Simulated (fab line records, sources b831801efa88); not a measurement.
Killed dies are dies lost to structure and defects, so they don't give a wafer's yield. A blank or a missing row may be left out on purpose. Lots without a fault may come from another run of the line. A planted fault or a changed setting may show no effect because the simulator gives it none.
A struck lot beside a sound one | flow sky130 | 37 steps out of a route of 708
Sound: wafers L533.1, L533.4, L533.5. Struck: wafers L537.1, L537.2, L537.4. The cause comes at the end.
At each step with rows: each side's tool, then ch and its chambers, then its first start. Under that, the readings that differ: sound wafers | struck wafers | difference of the means | sigmas: that difference in standard deviations of wafers without a fault.
alike: readings whose means differ by less than 2 such deviations, and words and numbers that are the same on both sides. not compared: withheld readings, readings that some wafer has no value for, bounds like >300 that may hide the same value, and numbers for which the record gives no deviation and whose values overlap.
The two part at a step that has a row with sigmas, a row that says differs or no value, or rows on one side only. Numbers that don't overlap but have no deviation are shown without sigmas and don't part them. A reading that every wafer of one side lacks parts them only if that side has two wafers or more.

first, 10 steps without rows for these wafers: SKY_DNWELL_DEVELOP_06 (develop time 60 s); SKY_DNWELL_IMPLANT_07; SKY_DNWELL_STRIP_08 (strips in O2/N2); SKY_PWDE_DEHYDRATE_00 (time 60 s); SKY_PWDE_HMDS_01 (prime time 60 s); SKY_PWDE_COAT_02 (resist thk 3000 nm); SKY_PWDE_SOFTBAKE_03; SKY_PWDE_EXPOSE_04 (exposes mask PWDEM, target cd 840 nm); SKY_PWDE_PEB_05; SKY_PWDE_DEVELOP_06 (develop time 60 s).
SKY_PWDE_IMPLANT_08:
  sound on implanter-03 ch 0, day 4 14:16; struck on implanter-03 ch 0, day 5 08:13
  reading            | sound           | struck            | difference | sigmas
  beam_on_s (s)      | 9.80 9.98 10.23 | 14.66 14.40 14.37 | +4.47      | +22
  faraday_current_uA | 20.7 20.4 19.8  | 13.8 14.1 14.1    | -6.3       | -16
then, 1 step without rows for these wafers: SKY_PWDE_STRIP_09 (strips in O2/N2).
SKY_PWDE_TW_MEAS_10:
  sound on film_metro-04, day 4 14:31; struck on film_metro-01, day 5 08:28
  reading | sound             | struck            | difference | sigmas
  PWDE_TW | 376.7 376.0 375.1 | 419.9 419.2 418.8 | +43.4      | +17
then, 22 steps without rows for these wafers: SKY_NWELL_DEHYDRATE_03 (time 60 s); SKY_NWELL_HMDS_04 (prime time 60 s); SKY_NWELL_COAT_05 (resist thk 3000 nm); SKY_NWELL_SOFTBAKE_06; SKY_NWELL_EXPOSE_07 (exposes mask NWM, target cd 840 nm); SKY_NWELL_PEB_08; SKY_NWELL_DEVELOP_09 (develop time 60 s); SKY_NWELL_IMPLANT_11; SKY_NWELL_IMPLANT_12; SKY_NWELL_IMPLANT_13; SKY_NWELL_STRIP_14 (strips in O2/N2); SKY_NWELL_DEHYDRATE_16 (time 60 s); SKY_NWELL_HMDS_17 (prime time 60 s); SKY_NWELL_COAT_18 (resist thk 3000 nm); SKY_NWELL_SOFTBAKE_19; SKY_NWELL_EXPOSE_20 (exposes mask NWM COMPLEMENT, target cd 840 nm); SKY_NWELL_PEB_21; SKY_NWELL_DEVELOP_22 (develop time 60 s); SKY_NWELL_IMPLANT_24; SKY_NWELL_STRIP_25 (strips in O2/N2); SKY_NWELL_CLEAN_27 (cleans in SC1/SC2, time 150 s); SKY_NWELL_RTA_28 (time 30 s).
SKY_NWELL_RS_MEAS_31: measures by four-point-probe.
  sound on film_metro-04, day 6 03:07; struck on film_metro-01, day 6 22:49
  reading          | sound          | struck         | difference | sigmas
  PWDE_RS (ohm/sq) | 5231 5229 5256 | 4030 4029 4035 | -1207      | -55
-- the record jumps here: 41 days lie between the struck wafers' starts before and after (it left off in module NWELL and takes up again in module PAD_OPEN, whose first step shown is number 708 of the route) --
SKY_PAD_OPEN_PROBE_99:
  sound on prober-01, day 46 11:12; struck on prober-01, day 47 13:22
  reading                                   | sound                         | struck         | difference | sigmas
  model.etest.res_p_drift_20v.line_ohm_um   | 1.126e+04 1.152e+04 1.166e+04 | 8952 8635 8316 | -2846      |
  model.etest.res_p_drift_20v.rs_ohm_sq     | 9428 9716 9799                | 7471 7289 7059 | -2375      |
  model.etest.res_pwde_under_gate.rs_ohm_sq | 6194 6134 6186                | 4490 4526 4507 | -1664      |
  alike: killed_at_M0_to_M3, killed_at_M4_up, killed_at_contacts, killed_at_front_end, killed_at_other, killed_dies, killed_open, killed_short

WHERE THEY PART
First at SKY_PWDE_IMPLANT_08; last, within this record, at SKY_NWELL_RS_MEAS_31. Later steps at which nothing parts them and some readings are alike: SKY_PAD_OPEN_PROBE_99.

WHY: what the simulator had put in
Process parameter drift: implanter-03, from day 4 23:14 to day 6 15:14, at SKY_PWDE_IMPLANT_08. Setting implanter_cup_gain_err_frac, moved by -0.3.
